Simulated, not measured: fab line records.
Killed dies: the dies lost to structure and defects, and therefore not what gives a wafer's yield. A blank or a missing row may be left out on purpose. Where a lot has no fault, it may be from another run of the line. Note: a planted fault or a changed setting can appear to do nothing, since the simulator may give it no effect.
Which of the tools did it? || flow gf180mcu || Sampling: 12 lots, 36 wafers, 4 of 602 route steps

== WHAT THE GAUGES READ, wafer by wafer ==
GF_TOP_METAL_THK_MEAS_06: measures by xrf. Usual: TOP_METAL_ALCU_THK typically reads 877 nm, with standard deviation 12.
{"lot": "L249", "measured": "day 27 11:12", "on": "filmMetro-04", "TOP_METAL_ALCU_THK (nm)": "894 895 892", "flag": ""}
{"lot": "L248", "measured": "day 27 14:20", "on": "filmMetro-02", "TOP_METAL_ALCU_THK (nm)": "885 885 876", "flag": ""}
{"lot": "L250", "measured": "day 27 22:16", "on": "filmMetro-04", "TOP_METAL_ALCU_THK (nm)": "875 874 876", "flag": ""}
{"lot": "L251", "measured": "day 28 10:28", "on": "filmMetro-02", "TOP_METAL_ALCU_THK (nm)": "866 861 869", "flag": ""}
{"lot": "L252", "measured": "day 28 15:52", "on": "filmMetro-03", "TOP_METAL_ALCU_THK (nm)": "843 862 863", "flag": ""}
{"lot": "L253", "measured": "day 28 23:35", "on": "filmMetro-02", "TOP_METAL_ALCU_THK (nm)": "865 869 868", "flag": ""}
{"lot": "L260", "measured": "day 30 15:55", "on": "filmMetro-02", "TOP_METAL_ALCU_THK (nm)": "858 859 859", "flag": ""}
{"lot": "L264", "measured": "day 32 02:01", "on": "filmMetro-03", "TOP_METAL_ALCU_THK (nm)": "861 871 866", "flag": ""}
{"lot": "L265", "measured": "day 32 04:44", "on": "filmMetro-03", "TOP_METAL_ALCU_THK (nm)": "876 874 868", "flag": ""}
{"lot": "L268", "measured": "day 32 21:48", "on": "filmMetro-04", "TOP_METAL_ALCU_THK (nm)": "882 890 881", "flag": ""}
{"lot": "L270", "measured": "day 33 07:28", "on": "filmMetro-04", "TOP_METAL_ALCU_THK (nm)": "899 897 895", "flag": ""}
{"lot": "L271", "measured": "day 33 17:31", "on": "filmMetro-03", "TOP_METAL_ALCU_THK (nm)": "882 888 881", "flag": ""}

== TOOL THAT RAN EACH LOT (tool first, then ch and the chambers of the sampled wafers, then the start) ==
{"lot": "L249", "GF_MIM_SPUTTER_08": "pvdSputter-01, day 24 16:32", "GF_MIM_METAL_ETCH_19": "rieMetal-02 ch 0,1, day 25 13:28", "GF_V5_ETCH_16": "rieDiel-03 ch 0,3, day 27 09:23"}
{"lot": "L248", "GF_MIM_SPUTTER_08": "pvdSputter-03, day 24 19:22", "GF_MIM_METAL_ETCH_19": "rieMetal-04 ch 0,1, day 25 16:59", "GF_V5_ETCH_16": "rieDiel-03 ch 1,2,3, day 27 12:35"}
{"lot": "L250", "GF_MIM_SPUTTER_08": "pvdSputter-01, day 25 03:32", "GF_MIM_METAL_ETCH_19": "rieMetal-04 ch 0,1, day 26 00:51", "GF_V5_ETCH_16": "rieDiel-04 ch 0,2,3, day 27 20:32"}
{"lot": "L251", "GF_MIM_SPUTTER_08": "pvdSputter-02, day 25 18:41", "GF_MIM_METAL_ETCH_19": "rieMetal-03 ch 0,1, day 26 15:14", "GF_V5_ETCH_16": "rieDiel-03 ch 2,3, day 28 08:44"}
{"lot": "L252", "GF_MIM_SPUTTER_08": "pvdSputter-01, day 26 00:30", "GF_MIM_METAL_ETCH_19": "rieMetal-04 ch 0,1, day 26 20:48", "GF_V5_ETCH_16": "rieDiel-03 ch 1,2,3, day 28 14:07"}
{"lot": "L253", "GF_MIM_SPUTTER_08": "pvdSputter-03, day 26 02:56", "GF_MIM_METAL_ETCH_19": "rieMetal-04 ch 0,1, day 26 23:18", "GF_V5_ETCH_16": "rieDiel-03 ch 0,1,2, day 28 21:49"}
{"lot": "L260", "GF_MIM_SPUTTER_08": "pvdSputter-02, day 28 04:16", "GF_MIM_METAL_ETCH_19": "rieMetal-04 ch 0,1, day 28 23:13", "GF_V5_ETCH_16": "rieDiel-03 ch 0,1,2, day 30 13:50"}
{"lot": "L264", "GF_MIM_SPUTTER_08": "pvdSputter-01, day 29 18:04", "GF_MIM_METAL_ETCH_19": "rieMetal-02 ch 0, day 30 11:29", "GF_V5_ETCH_16": "rieDiel-04 ch 0,1,3, day 31 23:50"}
{"lot": "L265", "GF_MIM_SPUTTER_08": "pvdSputter-03, day 29 19:59", "GF_MIM_METAL_ETCH_19": "rieMetal-03 ch 0, day 30 13:59", "GF_V5_ETCH_16": "rieDiel-02 ch 0,1, day 32 02:50"}
{"lot": "L268", "GF_MIM_SPUTTER_08": "pvdSputter-03, day 30 15:50", "GF_MIM_METAL_ETCH_19": "rieMetal-03 ch 1, day 31 09:20", "GF_V5_ETCH_16": "rieDiel-02 ch 1,2,3, day 32 20:02"}
{"lot": "L270", "GF_MIM_SPUTTER_08": "pvdSputter-03, day 31 01:46", "GF_MIM_METAL_ETCH_19": "rieMetal-03 ch 0,1, day 31 19:06", "GF_V5_ETCH_16": "rieDiel-04 ch 1,2,3, day 33 05:44"}
{"lot": "L271", "GF_MIM_SPUTTER_08": "pvdSputter-03, day 31 12:03", "GF_MIM_METAL_ETCH_19": "rieMetal-03 ch 0,1, day 32 05:14", "GF_V5_ETCH_16": "rieDiel-02 ch 2,3, day 33 15:34"}
- GF_MIM_SPUTTER_08: material AlCu, target thk 200 nm, time 10.6 s.
- GF_MIM_METAL_ETCH_19: etches the open film in Cl2/BCl3, stops on Si3N4, target depth 324.5 nm, time 54.1 s.
- GF_V5_ETCH_16: etches BARC in N2/H2.

== WHAT THE TOOLS THEMSELVES READ (means of the sampled wafers that have a number; where no wafer has one, the mark that the record gives instead) ==
GF_MIM_SPUTTER_08. Usual: throttleValvePct 30.2 %, standard deviation 0.77.
{"lot": "L249", "tool": "pvdSputter-01", "throttleValvePct (%)": 29.6, "flag": ""}
{"lot": "L248", "tool": "pvdSputter-03", "throttleValvePct (%)": 31.5, "flag": ""}
{"lot": "L250", "tool": "pvdSputter-01", "throttleValvePct (%)": 30.0, "flag": ""}
{"lot": "L251", "tool": "pvdSputter-02", "throttleValvePct (%)": 30.1, "flag": ""}
{"lot": "L252", "tool": "pvdSputter-01", "throttleValvePct (%)": 29.2, "flag": ""}
{"lot": "L253", "tool": "pvdSputter-03", "throttleValvePct (%)": 30.8, "flag": ""}
{"lot": "L260", "tool": "pvdSputter-02", "throttleValvePct (%)": 30.2, "flag": ""}
{"lot": "L264", "tool": "pvdSputter-01", "throttleValvePct (%)": 30.2, "flag": ""}
{"lot": "L265", "tool": "pvdSputter-03", "throttleValvePct (%)": 31.4, "flag": ""}
{"lot": "L268", "tool": "pvdSputter-03", "throttleValvePct (%)": 31.4, "flag": ""}
{"lot": "L270", "tool": "pvdSputter-03", "throttleValvePct (%)": 31.0, "flag": ""}
{"lot": "L271", "tool": "pvdSputter-03", "throttleValvePct (%)": 30.8, "flag": ""}

GF_MIM_METAL_ETCH_19. Usual: drypumpMotorCurrentA 5.67 A, standard deviation 0.14; oesProductAu 0.943 a.u., standard deviation 0.006; throttleValvePct 28.282 %, standard deviation 0.01.
{"lot": "L249", "tool": "rieMetal-02", "drypumpMotorCurrentA (A)": 5.67, "oesProductAu (a.u.)": 0.949, "throttleValvePct (%)": 28.278, "flag": ""}
{"lot": "L248", "tool": "rieMetal-04", "drypumpMotorCurrentA (A)": 5.70, "oesProductAu (a.u.)": 0.948, "throttleValvePct (%)": 28.268, "flag": ""}
{"lot": "L250", "tool": "rieMetal-04", "drypumpMotorCurrentA (A)": 5.77, "oesProductAu (a.u.)": 0.942, "throttleValvePct (%)": 28.282, "flag": ""}
{"lot": "L251", "tool": "rieMetal-03", "drypumpMotorCurrentA (A)": 5.54, "oesProductAu (a.u.)": 0.951, "throttleValvePct (%)": 28.269, "flag": ""}
{"lot": "L252", "tool": "rieMetal-04", "drypumpMotorCurrentA (A)": 5.74, "oesProductAu (a.u.)": 0.942, "throttleValvePct (%)": 28.283, "flag": ""}
{"lot": "L253", "tool": "rieMetal-04", "drypumpMotorCurrentA (A)": 5.77, "oesProductAu (a.u.)": 0.935, "throttleValvePct (%)": 28.289, "flag": ""}
{"lot": "L260", "tool": "rieMetal-04", "drypumpMotorCurrentA (A)": 5.76, "oesProductAu (a.u.)": 0.935, "throttleValvePct (%)": 28.290, "flag": ""}
{"lot": "L264", "tool": "rieMetal-02", "drypumpMotorCurrentA (A)": 5.73, "oesProductAu (a.u.)": 0.937, "throttleValvePct (%)": 28.297, "flag": ""}
{"lot": "L265", "tool": "rieMetal-03", "drypumpMotorCurrentA (A)": 5.61, "oesProductAu (a.u.)": 0.945, "throttleValvePct (%)": 28.280, "flag": ""}
{"lot": "L268", "tool": "rieMetal-03", "drypumpMotorCurrentA (A)": 5.37, "oesProductAu (a.u.)": 0.945, "throttleValvePct (%)": 28.285, "flag": ""}
{"lot": "L270", "tool": "rieMetal-03", "drypumpMotorCurrentA (A)": 5.45, "oesProductAu (a.u.)": 0.941, "throttleValvePct (%)": 28.293, "flag": ""}
{"lot": "L271", "tool": "rieMetal-03", "drypumpMotorCurrentA (A)": 5.47, "oesProductAu (a.u.)": 0.945, "throttleValvePct (%)": 28.287, "flag": ""}

GF_V5_ETCH_16. Usual: drypumpMotorCurrentA 5.9 A, standard deviation 0.54; oesProductAu 0.855 a.u., standard deviation 0.0049; throttleValvePct 13.226 %, standard deviation 0.0087.
{"lot": "L249", "tool": "rieDiel-03", "drypumpMotorCurrentA (A)": 5.6, "oesProductAu (a.u.)": 0.853, "throttleValvePct (%)": 13.223, "flag": ""}
{"lot": "L248", "tool": "rieDiel-03", "drypumpMotorCurrentA (A)": 5.8, "oesProductAu (a.u.)": 0.857, "throttleValvePct (%)": 13.222, "flag": ""}
{"lot": "L250", "tool": "rieDiel-04", "drypumpMotorCurrentA (A)": 6.1, "oesProductAu (a.u.)": 0.853, "throttleValvePct (%)": 13.218, "flag": ""}
{"lot": "L251", "tool": "rieDiel-03", "drypumpMotorCurrentA (A)": 5.4, "oesProductAu (a.u.)": 0.863, "throttleValvePct (%)": 13.223, "flag": ""}
{"lot": "L252", "tool": "rieDiel-03", "drypumpMotorCurrentA (A)": 5.8, "oesProductAu (a.u.)": 0.852, "throttleValvePct (%)": 13.229, "flag": ""}
{"lot": "L253", "tool": "rieDiel-03", "drypumpMotorCurrentA (A)": 6.1, "oesProductAu (a.u.)": 0.858, "throttleValvePct (%)": 13.221, "flag": ""}
{"lot": "L260", "tool": "rieDiel-03", "drypumpMotorCurrentA (A)": 6.1, "oesProductAu (a.u.)": 0.855, "throttleValvePct (%)": 13.230, "flag": ""}
{"lot": "L264", "tool": "rieDiel-04", "drypumpMotorCurrentA (A)": 5.8, "oesProductAu (a.u.)": 0.856, "throttleValvePct (%)": 13.222, "flag": ""}
{"lot": "L265", "tool": "rieDiel-02", "drypumpMotorCurrentA (A)": 5.8, "oesProductAu (a.u.)": 0.853, "throttleValvePct (%)": 13.230, "flag": ""}
{"lot": "L268", "tool": "rieDiel-02", "drypumpMotorCurrentA (A)": 5.9, "oesProductAu (a.u.)": 0.858, "throttleValvePct (%)": 13.231, "flag": ""}
{"lot": "L270", "tool": "rieDiel-04", "drypumpMotorCurrentA (A)": 5.9, "oesProductAu (a.u.)": 0.855, "throttleValvePct (%)": 13.229, "flag": ""}
{"lot": "L271", "tool": "rieDiel-02", "drypumpMotorCurrentA (A)": 6.0, "oesProductAu (a.u.)": 0.854, "throttleValvePct (%)": 13.232, "flag": ""}

== THE ANSWER, worked out from the rows above alone ==
Rule: lot off if the mean of its wafers having a number is beyond 3 standard deviations from the usual mean. Also off: a lot with no number at a reading for which 4 or more lots have one. Where the step has rows for the other lots, those lots are counted as sound. The gauges are gone through in route order, then the tools' own readings, and for those a lot's mean is taken as printed above. The first step at which some lot is off is used, and at that step the reading that is off furthest; a lot without a number counts as furthest.
No lot is off on any of the readings shown, so nothing can be concluded from this.

== WHAT THE SIMULATOR HAD PUT IN ==
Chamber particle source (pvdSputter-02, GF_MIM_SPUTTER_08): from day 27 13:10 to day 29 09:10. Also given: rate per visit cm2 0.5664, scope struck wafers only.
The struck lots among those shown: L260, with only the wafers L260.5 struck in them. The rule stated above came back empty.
